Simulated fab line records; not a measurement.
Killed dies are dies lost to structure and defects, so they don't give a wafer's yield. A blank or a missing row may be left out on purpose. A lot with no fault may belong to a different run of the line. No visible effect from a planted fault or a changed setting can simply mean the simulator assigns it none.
The tool behind it: which one? :: flow sky130 :: 15 lots with 43 wafers sampled at 7 steps, on a route of 708 steps

## WHAT THE GAUGES SHOWED, per wafer
SKY_PWDE_OVL_MEAS_07. Usual: for PWDE_OVL the level is 0.8 nm and the standard deviation is 1.5.
lot: L529
measured: day 3 17:20
on: overlay-02
PWDE_OVL (nm): -1.5 -1.0 -1.9
flag: 

lot: L530
measured: day 4 00:08
on: overlay-01
PWDE_OVL (nm): -2.8 -2.8 -0.5
flag: 

lot: L531
measured: day 4 04:14
on: overlay-01
PWDE_OVL (nm): 1.2 0.0 1.4
flag: 

lot: L533
measured: day 4 20:57
on: overlay-01
PWDE_OVL (nm): 2.2 2.1 1.5
flag: 

lot: L534
measured: day 5 02:26
on: overlay-01
PWDE_OVL (nm): 1.3 1.4 0.6
flag: 

lot: L535
measured: day 5 07:33
on: overlay-01
PWDE_OVL (nm): 3.8 3.0 4.1
flag: 

lot: L536
measured: day 5 12:30
on: overlay-02
PWDE_OVL (nm): 2.6 1.7 2.0
flag: 

lot: L537
measured: day 5 19:54
on: overlay-01
PWDE_OVL (nm): 1.7 0.4 2.3
flag: 

lot: L539
measured: day 6 12:47
on: overlay-02
PWDE_OVL (nm): 0.0 0.4 1.1
flag: 

lot: L541
measured: day 6 18:08
on: overlay-01
PWDE_OVL (nm): - 0.7 0.0
flag: 

lot: L542
measured: day 6 21:56
on: overlay-01
PWDE_OVL (nm): 0.0 0.5 0.1
flag: 

lot: L545
measured: day 7 15:35
on: overlay-02
PWDE_OVL (nm): 2.6 -
flag: 

lot: L546
measured: day 7 21:02
on: overlay-02
PWDE_OVL (nm): 0.2 -
flag: 

lot: L549
measured: day 8 15:56
on: overlay-02
PWDE_OVL (nm): 2.5 0.4 1.7
flag: 

lot: L552
measured: day 9 06:50
on: overlay-01
PWDE_OVL (nm): 3.0 3.5 3.4
flag: 

SKY_NWELL_OVL_MEAS_10. Usual: for NWELL_00_OVL the level is -1.1 nm and the standard deviation is 1.5.
lot: L529
measured: day 4 10:04
on: overlay-02
NWELL_00_OVL (nm): -1.1 -0.3 -0.8
flag: 

lot: L530
measured: day 4 17:25
on: overlay-01
NWELL_00_OVL (nm): 0.2 0.3 -2.3
flag: 

lot: L531
measured: day 4 21:01
on: overlay-01
NWELL_00_OVL (nm): -3.1 -2.5 -3.2
flag: 

lot: L533
measured: day 5 14:23
on: overlay-02
NWELL_00_OVL (nm): 1.1 0.8 2.9
flag: 

lot: L534
measured: day 5 21:10
on: overlay-02
NWELL_00_OVL (nm): -2.7 -2.9 -1.0
flag: 

lot: L535
measured: day 6 01:59
on: overlay-02
NWELL_00_OVL (nm): -2.3 -2.5 -4.2
flag: 

lot: L536
measured: day 6 06:59
on: overlay-02
NWELL_00_OVL (nm): 1.0 -0.2 0.4
flag: 

lot: L537
measured: day 6 14:20
on: overlay-01
NWELL_00_OVL (nm): -0.8 0.6 0.0
flag: 

lot: L539
measured: day 7 07:14
on: overlay-01
NWELL_00_OVL (nm): 0.4 -0.1 0.5
flag: 

lot: L541
measured: day 7 13:02
on: overlay-01
NWELL_00_OVL (nm): - 0.5 -0.5
flag: 

lot: L542
measured: day 7 16:23
on: overlay-01
NWELL_00_OVL (nm): -1.5 -1.0 -2.4
flag: 

lot: L545
measured: day 8 12:44
on: overlay-02
NWELL_00_OVL (nm): -0.5 -
flag: 

lot: L546
measured: day 8 18:28
on: overlay-02
NWELL_00_OVL (nm): -1.1 -
flag: 

lot: L549
measured: day 9 13:15
on: overlay-01
NWELL_00_OVL (nm): -2.1 -0.1 -3.4
flag: 

lot: L552
measured: day 10 04:11
on: overlay-01
NWELL_00_OVL (nm): 0.3 0.2 0.3
flag: 

SKY_NWELL_OVL_MEAS_23. Usual: for NWELL_01_OVL the level is -1.2 nm and the standard deviation is 1.6.
lot: L529
measured: day 5 02:47
on: overlay-02
NWELL_01_OVL (nm): -4.1 -3.9 -3.8
flag: 

lot: L530
measured: day 5 10:47
on: overlay-02
NWELL_01_OVL (nm): -2.6 -3.6 -6.9
flag: 

lot: L531
measured: day 5 14:50
on: overlay-02
NWELL_01_OVL (nm): -1.5 -1.7 0.3
flag: 

lot: L533
measured: day 6 09:32
on: overlay-02
NWELL_01_OVL (nm): -1.6 -2.1 -1.3
flag: 

lot: L534
measured: day 6 16:23
on: overlay-02
NWELL_01_OVL (nm): -1.1 -0.7 -0.1
flag: 

lot: L535
measured: day 6 20:59
on: overlay-01
NWELL_01_OVL (nm): -3.0 -1.4 -0.6
flag: 

lot: L536
measured: day 7 02:27
on: overlay-02
NWELL_01_OVL (nm): 0.4 0.1 -0.2
flag: 

lot: L537
measured: day 7 09:21
on: overlay-01
NWELL_01_OVL (nm): -1.5 -1.0 0.3
flag: 

lot: L539
measured: day 8 03:41
on: overlay-01
NWELL_01_OVL (nm): -0.1 0.3 -1.5
flag: 

lot: L541
measured: day 8 09:44
on: overlay-02
NWELL_01_OVL (nm): - -1.7 -1.7
flag: 

lot: L542
measured: day 8 13:40
on: overlay-02
NWELL_01_OVL (nm): -1.5 -1.9 -2.7
flag: 

lot: L545
measured: day 9 10:47
on: overlay-02
NWELL_01_OVL (nm): -2.7 -
flag: 

lot: L546
measured: day 9 15:52
on: overlay-02
NWELL_01_OVL (nm): -0.3 -
flag: 

lot: L549
measured: day 10 11:53
on: overlay-02
NWELL_01_OVL (nm): -0.9 0.3 0.6
flag: 

lot: L552
measured: day 11 03:25
on: overlay-01
NWELL_01_OVL (nm): -1.2 -1.9 -1.6
flag: 

SKY_VT_ADJUST_LVTN_OVL_MEAS_07. Usual: for VT_ADJUST_LVTN_OVL the level is -0.3 nm and the standard deviation is 1.2.
lot: L529
measured: day 6 17:27
on: overlay-01
VT_ADJUST_LVTN_OVL (nm): -1.4 -2.6 -0.3
flag: 

lot: L530
measured: day 7 01:40
on: overlay-01
VT_ADJUST_LVTN_OVL (nm): -2.9 -1.0 -0.7
flag: 

lot: L531
measured: day 7 05:35
on: overlay-01
VT_ADJUST_LVTN_OVL (nm): 1.0 -0.7 -0.7
flag: 

lot: L533
measured: day 8 00:45
on: overlay-02
VT_ADJUST_LVTN_OVL (nm): 1.0 0.8 -0.6
flag: 

lot: L534
measured: day 8 09:06
on: overlay-01
VT_ADJUST_LVTN_OVL (nm): -0.6 0.0 0.0
flag: 

lot: L535
measured: day 8 13:18
on: overlay-02
VT_ADJUST_LVTN_OVL (nm): 0.0 1.1 -0.3
flag: 

lot: L536
measured: day 8 19:28
on: overlay-02
VT_ADJUST_LVTN_OVL (nm): 0.3 -0.2 -0.4
flag: 

lot: L537
measured: day 9 03:42
on: overlay-01
VT_ADJUST_LVTN_OVL (nm): -1.1 0.3 1.0
flag: 

lot: L539
measured: day 9 22:38
on: overlay-02
VT_ADJUST_LVTN_OVL (nm): -1.7 0.3 -0.4
flag: 

lot: L541
measured: day 10 05:59
on: overlay-02
VT_ADJUST_LVTN_OVL (nm): - -1.1 1.8
flag: 

lot: L542
measured: day 10 10:24
on: overlay-02
VT_ADJUST_LVTN_OVL (nm): 1.0 1.9 1.0
flag: 

lot: L545
measured: day 11 08:58
on: overlay-01
VT_ADJUST_LVTN_OVL (nm): 0.5 -
flag: 

lot: L546
measured: day 11 14:12
on: overlay-02
VT_ADJUST_LVTN_OVL (nm): 0.3 -
flag: 

lot: L549
measured: day 12 12:39
on: overlay-01
VT_ADJUST_LVTN_OVL (nm): -1.9 -1.1 -1.4
flag: 

lot: L552
measured: day 13 05:42
on: overlay-01
VT_ADJUST_LVTN_OVL (nm): -0.7 1.1 -1.2
flag: 

## WHAT TOOL EACH LOT RAN ON (gives the tool, then ch and the chambers of the sampled wafers, and finally the start)
lot: L529
SKY_FIELD_ISO_ETCH_14: rie diel-02 ch 0,1,2, day 2 04:38
SKY_FIELD_ISO_ETCH_15: rie diel-02 ch 0,1,2, day 2 04:40
SKY_NWELL_RTA_28: rtp anneal-01 ch 0, day 5 03:13

lot: L530
SKY_FIELD_ISO_ETCH_14: rie diel-02 ch 1,2,3, day 2 10:30
SKY_FIELD_ISO_ETCH_15: rie diel-02 ch 1,2,3, day 2 10:32
SKY_NWELL_RTA_28: rtp anneal-01 ch 0, day 5 11:11

lot: L531
SKY_FIELD_ISO_ETCH_14: rie diel-01 ch 0,1,2, day 2 14:27
SKY_FIELD_ISO_ETCH_15: rie diel-01 ch 0,1,2, day 2 14:29
SKY_NWELL_RTA_28: rtp anneal-01 ch 0, day 5 15:14

lot: L533
SKY_FIELD_ISO_ETCH_14: rie diel-02 ch 1,3, day 3 05:02
SKY_FIELD_ISO_ETCH_15: rie diel-02 ch 1,3, day 3 05:04
SKY_NWELL_RTA_28: rtp anneal-01 ch 0, day 6 09:56

lot: L534
SKY_FIELD_ISO_ETCH_14: rie diel-04 ch 0,1, day 3 09:21
SKY_FIELD_ISO_ETCH_15: rie diel-04 ch 0,1, day 3 09:23
SKY_NWELL_RTA_28: rtp anneal-01 ch 0, day 6 16:47

lot: L535
SKY_FIELD_ISO_ETCH_14: rie diel-02 ch 0,1,2, day 3 13:39
SKY_FIELD_ISO_ETCH_15: rie diel-02 ch 0,1,2, day 3 13:41
SKY_NWELL_RTA_28: rtp anneal-02 ch 0, day 6 21:23

lot: L536
SKY_FIELD_ISO_ETCH_14: rie diel-04 ch 0,1,2, day 3 19:51
SKY_FIELD_ISO_ETCH_15: rie diel-04 ch 0,1,2, day 3 19:53
SKY_NWELL_RTA_28: rtp anneal-01 ch 0, day 7 02:52

lot: L537
SKY_FIELD_ISO_ETCH_14: rie diel-02 ch 1,2, day 4 02:44
SKY_FIELD_ISO_ETCH_15: rie diel-02 ch 1,2, day 4 02:46
SKY_NWELL_RTA_28: rtp anneal-02 ch 0, day 7 09:46

lot: L539
SKY_FIELD_ISO_ETCH_14: rie diel-02 ch 0,2,3, day 4 11:54
SKY_FIELD_ISO_ETCH_15: rie diel-02 ch 0,2,3, day 4 11:56
SKY_NWELL_RTA_28: rtp anneal-02 ch 0, day 8 04:05

lot: L541
SKY_FIELD_ISO_ETCH_14: rie diel-01 ch 0,1, day 4 19:29
SKY_FIELD_ISO_ETCH_15: rie diel-01 ch 0,1, day 4 19:31
SKY_NWELL_RTA_28: rtp anneal-02 ch 0, day 8 10:10

lot: L542
SKY_FIELD_ISO_ETCH_14: rie diel-04 ch 1,3, day 4 23:14
SKY_FIELD_ISO_ETCH_15: rie diel-04 ch 1,3, day 4 23:16
SKY_NWELL_RTA_28: rtp anneal-02 ch 0, day 8 14:04

lot: L545
SKY_FIELD_ISO_ETCH_14: rie diel-01 ch 1,2, day 5 19:34
SKY_FIELD_ISO_ETCH_15: rie diel-01 ch 1,2, day 5 19:37
SKY_NWELL_RTA_28: rtp anneal-01 ch 0, day 9 11:10

lot: L546
SKY_FIELD_ISO_ETCH_14: rie diel-01 ch 1,3, day 5 22:53
SKY_FIELD_ISO_ETCH_15: rie diel-01 ch 1,3, day 5 22:55
SKY_NWELL_RTA_28: rtp anneal-02 ch 0, day 9 16:16

lot: L549
SKY_FIELD_ISO_ETCH_14: rie diel-02 ch 0,1,2, day 6 13:22
SKY_FIELD_ISO_ETCH_15: rie diel-02 ch 0,1,2, day 6 13:25
SKY_NWELL_RTA_28: rtp anneal-02 ch 0, day 10 12:19

lot: L552
SKY_FIELD_ISO_ETCH_14: rie diel-02 ch 0,3, day 7 05:32
SKY_FIELD_ISO_ETCH_15: rie diel-02 ch 0,3, day 7 05:34
SKY_NWELL_RTA_28: rtp anneal-02 ch 0, day 11 03:49
- SKY_FIELD_ISO_ETCH_14: etches BARC in N2/H2, stops on SiO2, time 45.9 s, target depth 60 nm.
- SKY_FIELD_ISO_ETCH_15: etches the open film in CHF3/O2, stops on Si, target depth 180 nm, time 72 s.
- SKY_NWELL_RTA_28: time 30 s.

## WHAT THE TOOLS THEMSELVES READ (means of the sampled wafers that have a number; where no wafer has one, the mark that the record gives instead)
SKY_FIELD_ISO_ETCH_14. Usual: bias w 100.0 W, standard deviation 0.3; drypump motor current A 6.0 A, standard deviation 0.35; oes product au 0.854 a.u., standard deviation 0.0045; run length s 74.2 s, standard deviation 0.43; throttle valve pct 13.225 %, standard deviation 0.0092.
lot: L529
tool: rie diel-02
bias w (W): 99.9
drypump motor current A (A): 6.1
oes product au (a.u.): 0.855
run length s (s): 74.2
throttle valve pct (%): 13.224
flag: 

lot: L530
tool: rie diel-02
bias w (W): 100.1
drypump motor current A (A): 6.2
oes product au (a.u.): 0.855
run length s (s): 74.0
throttle valve pct (%): 13.222
flag: 

lot: L531
tool: rie diel-01
bias w (W): 100.0
drypump motor current A (A): 5.8
oes product au (a.u.): 0.854
run length s (s): 74.5
throttle valve pct (%): 13.228
flag: 

lot: L533
tool: rie diel-02
bias w (W): 100.2
drypump motor current A (A): 6.2
oes product au (a.u.): 0.850
run length s (s): 73.9
throttle valve pct (%): 13.229
flag: 

lot: L534
tool: rie diel-04
bias w (W): 100.0
drypump motor current A (A): 5.4
oes product au (a.u.): 0.853
run length s (s): 74.0
throttle valve pct (%): 13.231
flag: 

lot: L535
tool: rie diel-02
bias w (W): 100.2
drypump motor current A (A): 6.1
oes product au (a.u.): 0.852
run length s (s): 74.1
throttle valve pct (%): 13.225
flag: 

lot: L536
tool: rie diel-04
bias w (W): 99.6
drypump motor current A (A): 5.4
oes product au (a.u.): 0.857
run length s (s): 74.0
throttle valve pct (%): 13.226
flag: 

lot: L537
tool: rie diel-02
bias w (W): 100.1
drypump motor current A (A): 6.0
oes product au (a.u.): 0.859
run length s (s): 74.0
throttle valve pct (%): 13.220
flag: 

lot: L539
tool: rie diel-02
bias w (W): 100.4
drypump motor current A (A): 6.2
oes product au (a.u.): 0.852
run length s (s): 74.2
throttle valve pct (%): 13.227
flag: 

lot: L541
tool: rie diel-01
bias w (W): 100.2
drypump motor current A (A): 6.0
oes product au (a.u.): 0.903
run length s (s): 65.8
throttle valve pct (%): 13.221
flag: OFF

lot: L542
tool: rie diel-04
bias w (W): 100.0
drypump motor current A (A): 5.7
oes product au (a.u.): 0.856
run length s (s): 74.2
throttle valve pct (%): 13.230
flag: 

lot: L545
tool: rie diel-01
bias w (W): 100.5
drypump motor current A (A): 5.8
oes product au (a.u.): 0.923
run length s (s): 61.1
throttle valve pct (%): 13.234
flag: OFF

lot: L546
tool: rie diel-01
bias w (W): 99.8
drypump motor current A (A): 6.2
oes product au (a.u.): 0.927
run length s (s): 60.8
throttle valve pct (%): 13.236
flag: OFF

lot: L549
tool: rie diel-02
bias w (W): 99.7
drypump motor current A (A): 6.1
oes product au (a.u.): 0.853
run length s (s): 74.0
throttle valve pct (%): 13.221
flag: 

lot: L552
tool: rie diel-02
bias w (W): 99.8
drypump motor current A (A): 6.5
oes product au (a.u.): 0.860
run length s (s): 74.3
throttle valve pct (%): 13.217
flag: 

SKY_FIELD_ISO_ETCH_15. Usual: O2_flow_sccm 5.000 sccm, standard deviation 0.016; bias w 200.1 W, standard deviation 0.56; drypump motor current A 6.0 A, standard deviation 0.35; oes product au 0.946 a.u., standard deviation 0.0072; run length s 100.3 s, standard deviation 0.41; throttle valve pct 8.844 %, standard deviation 0.0089.
lot: L529
tool: rie diel-02
O2_flow_sccm (sccm): 5.016
bias w (W): 199.9
drypump motor current A (A): 6.1
oes product au (a.u.): 0.951
run length s (s): 100.2
throttle valve pct (%): 8.848
flag: 

lot: L530
tool: rie diel-02
O2_flow_sccm (sccm): 4.999
bias w (W): 200.3
drypump motor current A (A): 6.2
oes product au (a.u.): 0.949
run length s (s): 100.0
throttle valve pct (%): 8.846
flag: 

lot: L531
tool: rie diel-01
O2_flow_sccm (sccm): 5.000
bias w (W): 200.1
drypump motor current A (A): 5.8
oes product au (a.u.): 0.947
run length s (s): 100.6
throttle valve pct (%): 8.850
flag: 

lot: L533
tool: rie diel-02
O2_flow_sccm (sccm): 4.994
bias w (W): 200.0
drypump motor current A (A): 6.2
oes product au (a.u.): 0.934
run length s (s): 100.0
throttle valve pct (%): 8.839
flag: 

lot: L534
tool: rie diel-04
O2_flow_sccm (sccm): 5.007
bias w (W): 199.5
drypump motor current A (A): 5.4
oes product au (a.u.): 0.956
run length s (s): 100.0
throttle valve pct (%): 8.853
flag: 

lot: L535
tool: rie diel-02
O2_flow_sccm (sccm): 4.995
bias w (W): 200.1
drypump motor current A (A): 6.1
oes product au (a.u.): 0.950
run length s (s): 100.2
throttle valve pct (%): 8.859
flag: 

lot: L536
tool: rie diel-04
O2_flow_sccm (sccm): 5.004
bias w (W): 199.9
drypump motor current A (A): 5.4
oes product au (a.u.): 0.936
run length s (s): 100.2
throttle valve pct (%): 8.840
flag: 

lot: L537
tool: rie diel-02
O2_flow_sccm (sccm): 4.997
bias w (W): 200.3
drypump motor current A (A): 6.0
oes product au (a.u.): 0.945
run length s (s): 100.0
throttle valve pct (%): 8.838
flag: 

lot: L539
tool: rie diel-02
O2_flow_sccm (sccm): 4.997
bias w (W): 199.7
drypump motor current A (A): 6.3
oes product au (a.u.): 0.942
run length s (s): 100.2
throttle valve pct (%): 8.845
flag: 

lot: L541
tool: rie diel-01
O2_flow_sccm (sccm): 5.008
bias w (W): 200.0
drypump motor current A (A): 6.0
oes product au (a.u.): 0.751
run length s (s): 100.8
throttle valve pct (%): 8.784
flag: OFF

lot: L542
tool: rie diel-04
O2_flow_sccm (sccm): 5.001
bias w (W): 200.2
drypump motor current A (A): 5.7
oes product au (a.u.): 0.949
run length s (s): 100.2
throttle valve pct (%): 8.847
flag: 

lot: L545
tool: rie diel-01
O2_flow_sccm (sccm): 4.995
bias w (W): 200.3
drypump motor current A (A): 5.8
oes product au (a.u.): 0.667
run length s (s): 100.5
throttle valve pct (%): 8.760
flag: OFF

lot: L546
tool: rie diel-01
O2_flow_sccm (sccm): 4.985
bias w (W): 199.8
drypump motor current A (A): 6.2
oes product au (a.u.): 0.661
run length s (s): 100.5
throttle valve pct (%): 8.752
flag: OFF

lot: L549
tool: rie diel-02
O2_flow_sccm (sccm): 5.002
bias w (W): 200.4
drypump motor current A (A): 6.1
oes product au (a.u.): 0.947
run length s (s): 100.2
throttle valve pct (%): 8.836
flag: 

lot: L552
tool: rie diel-02
O2_flow_sccm (sccm): 5.004
bias w (W): 200.6
drypump motor current A (A): 6.4
oes product au (a.u.): 0.946
run length s (s): 100.2
throttle valve pct (%): 8.846
flag: 

SKY_NWELL_RTA_28. Usual: chamber o2 ppm 1.999, standard deviation 0.021; lamp power pct 25.31 %, standard deviation 0.054; wafer_temp_C_max 1054.8, standard deviation 0.87.
lot: L529
tool: rtp anneal-01
chamber o2 ppm: 2.004
lamp power pct (%): 25.33
wafer_temp_C_max: 1054.3
flag: 

lot: L530
tool: rtp anneal-01
chamber o2 ppm: 1.972
lamp power pct (%): 25.29
wafer_temp_C_max: 1054.6
flag: 

lot: L531
tool: rtp anneal-01
chamber o2 ppm: 2.014
lamp power pct (%): 25.31
wafer_temp_C_max: 1055.3
flag: 

lot: L533
tool: rtp anneal-01
chamber o2 ppm: 1.994
lamp power pct (%): 25.32
wafer_temp_C_max: 1054.7
flag: 

lot: L534
tool: rtp anneal-01
chamber o2 ppm: 2.014
lamp power pct (%): 25.26
wafer_temp_C_max: 1054.8
flag: 

lot: L535
tool: rtp anneal-02
chamber o2 ppm: 2.018
lamp power pct (%): 25.25
wafer_temp_C_max: 1055.1
flag: 

lot: L536
tool: rtp anneal-01
chamber o2 ppm: 2.005
lamp power pct (%): 25.33
wafer_temp_C_max: 1054.7
flag: 

lot: L537
tool: rtp anneal-02
chamber o2 ppm: 2.013
lamp power pct (%): 25.32
wafer_temp_C_max: 1055.4
flag: 

lot: L539
tool: rtp anneal-02
chamber o2 ppm: 1.961
lamp power pct (%): 25.30
wafer_temp_C_max: 1054.1
flag: 

lot: L541
tool: rtp anneal-02
chamber o2 ppm: 2.009
lamp power pct (%): 25.29
wafer_temp_C_max: 1054.7
flag: 

lot: L542
tool: rtp anneal-02
chamber o2 ppm: 2.006
lamp power pct (%): 25.29
wafer_temp_C_max: 1054.3
flag: 

lot: L545
tool: rtp anneal-01
chamber o2 ppm: 1.984
lamp power pct (%): 25.27
wafer_temp_C_max: 1054.4
flag: 

lot: L546
tool: rtp anneal-02
chamber o2 ppm: 2.010
lamp power pct (%): 25.30
wafer_temp_C_max: 1054.2
flag: 

lot: L549
tool: rtp anneal-02
chamber o2 ppm: 1.992
lamp power pct (%): 25.32
wafer_temp_C_max: 1054.9
flag: 

lot: L552
tool: rtp anneal-02
chamber o2 ppm: 1.990
lamp power pct (%): 25.30
wafer_temp_C_max: 1055.6
flag: 

## THE ANSWER, worked out from the rows above alone
Rule: a lot counts as off when the mean over its wafers that have a number is more than 3 standard deviations away from the usual mean. A lot without any number at a reading at which 4 lots or more have one is off too. All remaining lots with rows at the step are treated as sound. The gauges are gone through in route order, then the tools' own readings, and for those a lot's mean is taken as printed above. At the first step where some lot is off, the reading lying furthest off is the one used; lots without a number count as furthest.
Off at SKY_FIELD_ISO_ETCH_14 (run length s): L541, L545, L546.
If a tool, at that step or one of the process steps before it, ran each lot that is off and ran no sound lot following the first of them, it fits. One fits: rie diel-01 at SKY_FIELD_ISO_ETCH_14. Its last sound lot is L531 (day 2 14:27), its first lot that is off L541 (day 4 19:29): a fault that began between those two fits.
The tool's own readings at SKY_FIELD_ISO_ETCH_14 bear it out: on the lots that are off they differ by more than 5 times the standard deviation of the sound lots' means. oes product au reads 0.918 a.u. there against 0.855 a.u. on the sound lots; run length s reads 62.6 s there against 74.1 s on the sound lots.

## WHAT THE SIMULATOR HAD PUT IN
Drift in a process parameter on rie diel-01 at SKY_FIELD_ISO_ETCH_14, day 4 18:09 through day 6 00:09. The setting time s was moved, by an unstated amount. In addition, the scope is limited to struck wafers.
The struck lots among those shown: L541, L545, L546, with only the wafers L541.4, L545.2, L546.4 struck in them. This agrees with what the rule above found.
